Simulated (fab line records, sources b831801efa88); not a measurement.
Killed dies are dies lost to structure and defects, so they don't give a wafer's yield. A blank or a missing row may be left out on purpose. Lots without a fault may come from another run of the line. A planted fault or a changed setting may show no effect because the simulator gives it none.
One fault seen from 2 desks | flow gf180mcu | each desk has only its own numbers; what lay behind them comes last

THE TOOL OWNER'S DESK: implanter-01
The tool's own readings at GF_HV_LDD_IMPLANT_48: means of the sampled wafers that have a number, for each lot that ran on this tool. A lot is out of limits, marked OUT, if its mean lies more than 4 standard deviations from the usual mean; the brackets give that distance.
Columns: A = beam_on_s at GF_HV_LDD_IMPLANT_48, usual 10.00 s; B = dose_ions_cm2 at GF_HV_LDD_IMPLANT_48, usual 3e+13; C = faraday_current_uA at GF_HV_LDD_IMPLANT_48, usual 169
lot  | first seen here | A                | B                       | C
L866 | day 12 12:02    | 9.89             | 3e+13                   | 171
L868 | day 13 08:30    | 10.13            | 3e+13                   | 167
L870 | day 13 22:39    | 9.90             | 3e+13                   | 171
L872 | day 14 17:01    | 10.00            | 3e+13                   | 169
L873 | day 15 02:39    | 9.99             | 3e+13                   | 169
L887 | day 19 22:29    | 12.31 (+12) OUT  | 2e+14 (+99 or more) OUT | 735 (+99 or more) OUT
L888 | day 20 01:45    | 11.87 (+9.3) OUT | 2e+14 (+99 or more) OUT | 760 (+99 or more) OUT
This desk's finding: out of limits on L887, L888; first on L887, day 19 22:29 (beam_on_s at GF_HV_LDD_IMPLANT_48). In limits: L866, L868, L870, L872, L873.

THE METROLOGY DESK
What the gauges read, lot by lot, whatever tool the lot ran on: means of the sampled wafers that have a number. A lot is out of limits, marked OUT, if its mean lies more than 4 standard deviations from the usual mean; the brackets give that distance.
Columns: A = cd_nm at GF_HV_LDD_CD_MEAS_31, usual 395.2 nm; B = cd_nm at GF_HV_LDD_CD_MEAS_46, usual 399.6 nm; C = HV_LDD_4_TW at GF_HV_LDD_TW_MEAS_50, usual 575
lot  | first seen here | A     | B     | C
L865 | day 11 09:37    | 395.4 | 397.8 | 572
L866 | day 11 15:56    | 396.5 | 401.8 | 579
L868 | day 12 11:36    | 397.1 | 395.3 | 577
L869 | day 12 17:58    | 394.7 | 401.6 | 578
L870 | day 13 01:37    | 394.5 | 394.1 | 580
L871 | day 13 09:43    | 394.3 | 399.5 | 571
L872 | day 13 19:44    | 399.1 | 398.7 | 569
L873 | day 14 04:07    | 392.6 | 403.5 | 574
L875 | day 15 06:44    | 395.4 | 399.3 | 574
L877 | day 15 13:01    | 394.3 | 399.9 | 571
L878 | day 15 18:37    | 394.8 | 399.6 | 576
L887 | day 18 21:13    | 396.8 | 401.1 | 972 (+99 or more) OUT
L888 | day 19 00:47    | 395.2 | 402.7 | 974 (+99 or more) OUT
This desk's finding: out of limits on L887, L888; first on L887, day 19 22:43 (HV_LDD_4_TW at GF_HV_LDD_TW_MEAS_50). In limits: L865, L866, L868, L869, L870, L871, L872, L873, L875, L877, L878.

PUT TOGETHER
The tool owner's desk could have raised an alarm at day 19 22:29, on L887, L888.
The metrology desk could have raised an alarm at day 19 22:43, on L887, L888.
Of the lots named, all ran GF_HV_LDD_IMPLANT_48 on implanter-01.

WHAT THE SIMULATOR HAD PUT IN
Process parameter drift: implanter-01, from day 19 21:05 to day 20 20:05, at GF_HV_LDD_IMPLANT_48. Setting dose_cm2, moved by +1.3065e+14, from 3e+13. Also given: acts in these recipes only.
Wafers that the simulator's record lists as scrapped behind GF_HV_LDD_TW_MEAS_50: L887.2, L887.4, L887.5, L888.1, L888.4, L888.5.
Lots struck among those shown: L887, L888.
Hours from the fault's start to each desk's first reading out of limits: the tool owner's desk, 1; the metrology desk, 2.
